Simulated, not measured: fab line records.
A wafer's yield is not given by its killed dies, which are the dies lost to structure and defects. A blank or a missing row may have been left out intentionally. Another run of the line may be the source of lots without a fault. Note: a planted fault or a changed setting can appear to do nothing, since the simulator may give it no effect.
Matching of chambers | flow sky130 | SKY_FIELD_ISO_ETCH_17 on rieSi-01 has 4 sister chambers
The step etches Si in HBr/Cl2/O2, target depth 342 nm, time 97.7 s. 14 wafers are shown with their chamber, then 7 later ones without.

EACH WAFER AND ITS CHAMBER
wafer  | chamber | drypumpMotorCurrentA (A) | oesProductAu (a.u.) | throttleValvePct (%)
L182.2 | 2       | 5.8                      | 0.984               | 25.659
L182.3 | 0       | 5.6                      | 1.005               | 25.665
L182.6 | 2       | 5.8                      | 0.990               | 25.652
L185.4 | 0       | 5.6                      | 1.000               | 25.653
L185.5 | 1       | 6.1                      | 0.995               | 25.674
L185.6 | 0       | 5.6                      | 0.998               | 25.654
L193.1 | 3       | 6.2                      | 1.009               | 25.663
L193.2 | 2       | 5.8                      | 0.982               | 25.676
L193.4 | 0       | 5.7                      | 0.985               | 25.645
L196.2 | 0       | 5.6                      | 1.000               | 25.657
L196.3 | 0       | 5.6                      | 1.005               | 25.639
L196.6 | 3       | 6.2                      | 1.018               | 25.651
L200.2 | 0       | 5.6                      | 1.001               | 25.655
L200.4 | 2       | 5.8                      | 0.999               | 25.656

SIGNATURES (means of the wafers above)
reading              | chamber 0 | chamber 1 | chamber 2 | chamber 3 | scatter within a chamber
drypumpMotorCurrentA | 5.614     | 6.100     | 5.800     | 6.200     | 0.0293
oesProductAu         | 0.99914   | 0.99500   | 0.98875   | 1.01350   | 0.007
throttleValvePct     | 25.65257  | 25.67400  | 25.66075  | 25.65700  | 0.00911
Rule: for a wafer and a chamber, the distance is found by dividing, reading by reading, the gap between the wafer's reading and the chamber's mean by the reading's scatter, squaring, summing and taking the root. The wafer belongs to the nearest chamber; if the next one is less than 2 further off, it can't be placed. The scatter: the root of (the sum of the squares of (reading less its chamber's mean) over the shown wafers, divided by (wafers less chambers)).

WAFERS WHOSE CHAMBER IS MISSING
wafer  | drypumpMotorCurrentA (A) | oesProductAu (a.u.) | throttleValvePct (%)
L200.5 | 5.6                      | 0.998               | 25.645
L202.1 | 6.1                      | 0.993               | 25.671
L202.2 | 6.1                      | 1.013               | 25.641
L202.3 | 5.8                      | 1.000               | 25.673
L205.1 | 5.8                      | 0.994               | 25.668
L205.4 | 6.1                      | 0.985               | 25.682
L205.5 | 6.2                      | 1.011               | 25.650

THE CHAMBER EACH PASSED THROUGH
wafer  | from the rows above     | in truth
L200.5 | 0                       | 0
L202.1 | 1                       | 1
L202.2 | can't be placed: 3 or 1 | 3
L202.3 | 2                       | 2
L205.1 | 2                       | 2
L205.4 | 1                       | 1
L205.5 | 3                       | 3
Correctly placed: 6 of 7. Cannot be placed on the basis of these rows: 1; the candidates contain the true chamber in 1. Number placed wrongly: 0.
